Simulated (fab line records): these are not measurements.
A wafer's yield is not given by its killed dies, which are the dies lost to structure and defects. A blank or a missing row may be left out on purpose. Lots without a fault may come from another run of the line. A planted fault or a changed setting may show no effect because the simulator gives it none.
What tool caused it? -- flow sky130 -- Sampling: 12 lots, 36 wafers, 4 of 708 route steps

== WHAT THE GAUGES READ, wafer by wafer ==
SKY_VT_ADJUST_LVTN_TW_MEAS_10. Usual: VT_ADJUST_LVTN_TW gives 242.3 (standard deviation 1.8).
lot,measured,on,VT_ADJUST_LVTN_TW,flag
L484,day 7 04:55,filmMetro-02,240.9 240.5 240.2,
L485,day 7 11:47,filmMetro-01,245.5 244.8 244.0,
L486,day 7 13:52,filmMetro-02,241.8 241.4 241.5,
L488,day 8 06:08,filmMetro-02,240.8 241.1 242.6,
L489,day 8 13:59,filmMetro-01,242.4 243.6 243.0,
L496,day 10 09:17,filmMetro-01,243.7 243.1 244.5,
L497,day 10 22:34,filmMetro-01,245.0 243.7 243.1,
L499,day 11 12:10,filmMetro-01,244.5 246.2 244.8,
L501,day 12 01:25,filmMetro-03,241.5 240.5 241.2,
L504,day 12 17:59,filmMetro-03,241.1 240.2 242.0,
L505,day 12 20:53,filmMetro-01,244.4 243.7 243.5,
L506,day 13 04:28,filmMetro-03,240.9 239.0 239.7,

SKY_POLY_GATE_CD_MEAS_22. Usual: cdNm reads 149.5 nm (standard deviation 1.8).
lot,measured,on,cdNm (nm),flag
L484,day 16 18:57,cdSem-01,147.5 149.5 151.7,
L485,day 17 09:04,cdSem-02,149.0 146.9 146.4,
L486,day 17 17:05,cdSem-01,150.5 147.7 149.8,
L488,day 18 05:52,cdSem-02,151.1 148.7 152.4,
L489,day 18 19:44,cdSem-02,148.1 150.2 148.3,
L496,day 21 07:58,cdSem-02,150.6 150.6 151.3,
L497,day 21 23:41,cdSem-01,150.8 152.7 151.0,
L499,day 22 18:14,cdSem-02,148.7 151.4 150.9,
L501,day 23 18:34,cdSem-02,145.2 146.3 146.5,
L504,day 24 07:22,cdSem-02,147.4 150.5 150.0,
L505,day 24 08:08,cdSem-02,151.5 150.6 150.3,
L506,day 24 19:20,cdSem-01,151.8 151.5 150.2,

== WHICH TOOL RAN EACH LOT (tool, then ch and the chambers of the sampled wafers, then the start) ==
lot,SKY_SONOS_ONO_STRIP_17,SKY_GATE_OXIDE_OXIDATION_16
L484,"plasmaAsher-02 ch 0,1, day 13 00:02","furnace-01 ch 0, day 14 04:49"
L485,"plasmaAsher-02 ch 0,1, day 13 08:49","furnace-02 ch 0, day 14 17:11"
L486,"plasmaAsher-04 ch 0,1, day 13 17:24","furnace-02 ch 0, day 15 01:25"
L488,"plasmaAsher-01 ch 0,1, day 14 07:53","furnace-02 ch 0, day 15 13:47"
L489,"plasmaAsher-01 ch 0,1, day 14 18:56","furnace-02 ch 0, day 16 03:21"
L496,"plasmaAsher-04 ch 1, day 17 02:35","furnace-02 ch 0, day 18 11:02"
L497,"plasmaAsher-04 ch 0,1, day 17 20:05","furnace-02 ch 0, day 19 04:23"
L499,"plasmaAsher-04 ch 0,1, day 18 14:14","furnace-02 ch 0, day 19 23:50"
L501,"plasmaAsher-01 ch 0,1, day 19 05:44","furnace-02 ch 0, day 20 14:35"
L504,"plasmaAsher-01 ch 0,1, day 20 03:38","furnace-02 ch 0, day 21 12:15"
L505,"plasmaAsher-02 ch 0,1, day 20 05:05","furnace-01 ch 0, day 21 14:49"
L506,"plasmaAsher-02 ch 0,1, day 20 15:19","furnace-02 ch 0, day 21 23:56"
- SKY_SONOS_ONO_STRIP_17: strips in O2/N2.
- SKY_GATE_OXIDE_OXIDATION_16: stabilise 600 s, purge 300 s, target thk 3.57 nm.

== AS READ BY THE TOOLS THEMSELVES (means over the sampled wafers that have a number; for cases with no such wafer, the mark the record gives instead) ==
SKY_SONOS_ONO_STRIP_17. Usual: drypumpMotorCurrentA 5.9 A, standard deviation 0.52; oesProductAu 0.710 a.u., standard deviation 0.0041; stripTimeToEndpointS 14.09 s, standard deviation 0.053.
lot,tool,drypumpMotorCurrentA (A),oesProductAu (a.u.),stripTimeToEndpointS (s),flag
L484,plasmaAsher-02,6.4,0.709,14.10,
L485,plasmaAsher-02,6.4,0.709,14.14,
L486,plasmaAsher-04,5.1,0.709,14.11,
L488,plasmaAsher-01,5.6,0.710,14.00,
L489,plasmaAsher-01,5.6,0.709,14.08,
L496,plasmaAsher-04,5.1,0.713,14.05,
L497,plasmaAsher-04,5.1,0.707,14.11,
L499,plasmaAsher-04,5.1,0.707,14.05,
L501,plasmaAsher-01,5.9,0.706,14.06,
L504,plasmaAsher-01,5.6,0.710,14.09,
L505,plasmaAsher-02,6.3,0.708,14.15,
L506,plasmaAsher-02,6.4,0.709,14.10,

SKY_GATE_OXIDE_OXIDATION_16. Usual: rampDownCPerMin 3.0000, standard deviation 0.00054; spikeTcBottomC 816.3 C, standard deviation 0.97; spikeTcCentreC 801.5 C, standard deviation 1.3; spikeTcLowerC 801.0 C, standard deviation 1.1; spikeTcTopC 812.0 C, standard deviation 2.4; spikeTcUpperC 800.3 C, standard deviation 1; tubeCenterTempC 800 C, standard deviation 0.076; tube_center_temp_C_max 802.1, standard deviation 0.33; zonePowerCentrePct 14.2 %, standard deviation 2.2; zonePowerUpperPct 12.94 %, standard deviation 0.27.
lot,tool,rampDownCPerMin,spikeTcBottomC (C),spikeTcCentreC (C),spikeTcLowerC (C),spikeTcTopC (C),spikeTcUpperC (C),tubeCenterTempC (C),tube_center_temp_C_max,zonePowerCentrePct (%),zonePowerUpperPct (%),flag
L484,furnace-01,3.0004,816.2,802.4,801.0,816.1,800.3,800,802.0,11.4,13.24,
L485,furnace-02,3.0001,817.4,801.4,800.4,810.4,801.0,800,801.9,15.8,12.86,
L486,furnace-02,2.9995,816.6,800.2,801.0,810.3,800.6,800,802.1,16.0,12.80,
L488,furnace-02,2.9996,796.7,780.3,780.1,790.8,778.9,779,781.2,15.2,12.14,OFF
L489,furnace-02,3.0003,795.1,781.3,781.3,790.0,779.8,779,781.4,15.2,12.15,OFF
L496,furnace-02,3.0003,816.5,801.2,801.3,811.3,800.2,800,802.0,15.9,12.81,
L497,furnace-02,3.0001,817.0,800.1,801.5,810.6,799.6,800,802.0,16.1,12.89,
L499,furnace-02,3.0006,816.4,800.1,801.0,810.5,799.5,800,802.1,16.0,12.84,
L501,furnace-02,2.9999,815.4,801.1,800.9,810.0,800.4,800,802.3,15.9,12.82,
L504,furnace-02,2.9997,816.6,800.2,800.9,809.0,800.4,800,802.1,15.8,12.67,
L505,furnace-01,2.9997,815.5,803.4,800.4,815.1,800.4,800,802.0,11.3,13.14,
L506,furnace-02,3.0003,816.2,801.8,801.6,811.7,800.8,800,802.2,16.0,12.82,

== THE ANSWER, worked out from the rows above alone ==
Rule: lot off if the mean of its wafers having a number is beyond 3 standard deviations from the usual mean. A lot without any number at a reading at which 4 lots or more have one is off too. The other lots that the step has rows for count as sound. After the gauges, taken in route order, come the tools' own readings; for these a lot's mean is taken, as printed above. The first step at which some lot is off is used, and at that step the reading that is off furthest; a lot without a number counts as furthest.
Off at SKY_GATE_OXIDE_OXIDATION_16 (tubeCenterTempC): L488, L489.
A tool fits if, at that step or a process step before it, it ran every lot that is off, and no sound lot after the first of them. No candidate that was tried fits.

== WHAT THE SIMULATOR PUT IN ==
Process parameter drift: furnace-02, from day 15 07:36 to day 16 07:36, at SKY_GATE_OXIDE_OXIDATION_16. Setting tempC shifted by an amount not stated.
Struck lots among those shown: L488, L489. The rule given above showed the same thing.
